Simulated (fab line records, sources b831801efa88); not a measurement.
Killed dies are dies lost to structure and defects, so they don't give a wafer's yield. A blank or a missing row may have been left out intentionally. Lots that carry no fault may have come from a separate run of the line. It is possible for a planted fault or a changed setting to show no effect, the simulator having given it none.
Check of tool commonality	flow gf180mcu	13 lots, 39 wafers sampled

## WHY IT WAS OPENED
Of 13 lots, 3 have the reading CONTACT_CVD_00_THK flagged at GF_CONTACT_THK_MEAS_01. No-fault wafers: 299 nm, standard deviation 4.
Rule: a lot is flagged in two cases, either no wafer of it has a number, or all its wafers with numbers fall more than 4 standard deviations from that mean. All remaining lots are regarded as sound.

lot	measured	on	CONTACT_CVD_00_THK (nm), wafer by wafer	flag
L953	day 16 05:05	filmMetro-01	300 297 297	
L954	day 16 15:22	filmMetro-01	301 303 300	
L955	day 16 23:49	filmMetro-01	302 298 303	
L956	day 17 09:58	filmMetro-01	297 301 298	
L958	day 18 05:25	filmMetro-04	295 293 305	
L961	day 19 11:48	filmMetro-04	234 245 237	FLAGGED
L962	day 19 15:13	filmMetro-02	245 240 238	FLAGGED
L963	day 19 23:21	filmMetro-01	238 237 242	FLAGGED
L967	day 21 15:23	filmMetro-01	298 298 292	
L970	day 22 03:38	filmMetro-01	304 303 301	
L971	day 22 20:02	filmMetro-01	298 309 308	
L972	day 23 01:05	filmMetro-02	293 296 301	
L973	day 23 08:38	filmMetro-01	297 305 302	
The numbers of the flagged lots are 240 nm on average: -59 nm against the usual, or -15 standard deviations.

## WHICH TOOL RAN EACH LOT
The record holds 1 process step before the reading, out of a route of 602 steps. In each cell: the tool, then ch and the chambers that the sampled wafers went through, then the start.
lot	flag	GF_CONTACT_CVD_00
L953		hdpcvd-01 ch 0,2, day 16 05:02
L954		hdpcvd-01 ch 0,2, day 16 15:19
L955		hdpcvd-02 ch 0,2, day 16 23:45
L956		hdpcvd-02 ch 0,2, day 17 09:54
L958		hdpcvd-02 ch 0,1, day 18 05:22
L961	FLAGGED	hdpcvd-02 ch 0,1,2, day 19 11:46
L962	FLAGGED	hdpcvd-02 ch 0,1,2, day 19 15:10
L963	FLAGGED	hdpcvd-02 ch 0,1,2, day 19 23:19
L967		hdpcvd-01 ch 0,1, day 21 15:20
L970		hdpcvd-01 ch 0,1,2, day 22 03:35
L971		hdpcvd-02 ch 0,1, day 22 19:58
L972		hdpcvd-02 ch 0,1, day 23 01:02
L973		hdpcvd-02 ch 0,1, day 23 08:34
What these steps do:
- GF_CONTACT_CVD_00: deposits SiO2, target thk 300 nm, time 50 s.
- GF_CONTACT_THK_MEAS_01

## FLAGGED AGAINST TOTAL, ONE TOOL AT A TIME (gauges that did the reading follow at the end)
step	tool	lots run	flagged	share of the flagged lots	sound lots run after its first flagged lot
GF_CONTACT_CVD_00	hdpcvd-01	4	0	none	-
GF_CONTACT_CVD_00	hdpcvd-02	9	3	all	3 (L971,L972,L973)
GF_CONTACT_THK_MEAS_01	filmMetro-01	9	1	some	4 (L967,L970,L971,L973)
GF_CONTACT_THK_MEAS_01	filmMetro-02	2	1	some	1 (L972)
GF_CONTACT_THK_MEAS_01	filmMetro-04	2	1	some	0

## WHAT THE TABLE ALLOWS
All flagged lots share 1 row of the table, namely hdpcvd-02 at GF_CONTACT_CVD_00.
- hdpcvd-02 at GF_CONTACT_CVD_00: 3 of its 9 lots flagged. Sound lots followed the first flagged one (L971, L972, L973) on it, something a lasting fault affecting the whole tool could not allow. Its own readings (sih4FlowSccm) fall more than 4 standard deviations out on all wafers of the flagged lots.
Every row of the table either missed a flagged lot or ran a sound lot after the first.

## WHAT THE SIMULATOR HAD PUT IN
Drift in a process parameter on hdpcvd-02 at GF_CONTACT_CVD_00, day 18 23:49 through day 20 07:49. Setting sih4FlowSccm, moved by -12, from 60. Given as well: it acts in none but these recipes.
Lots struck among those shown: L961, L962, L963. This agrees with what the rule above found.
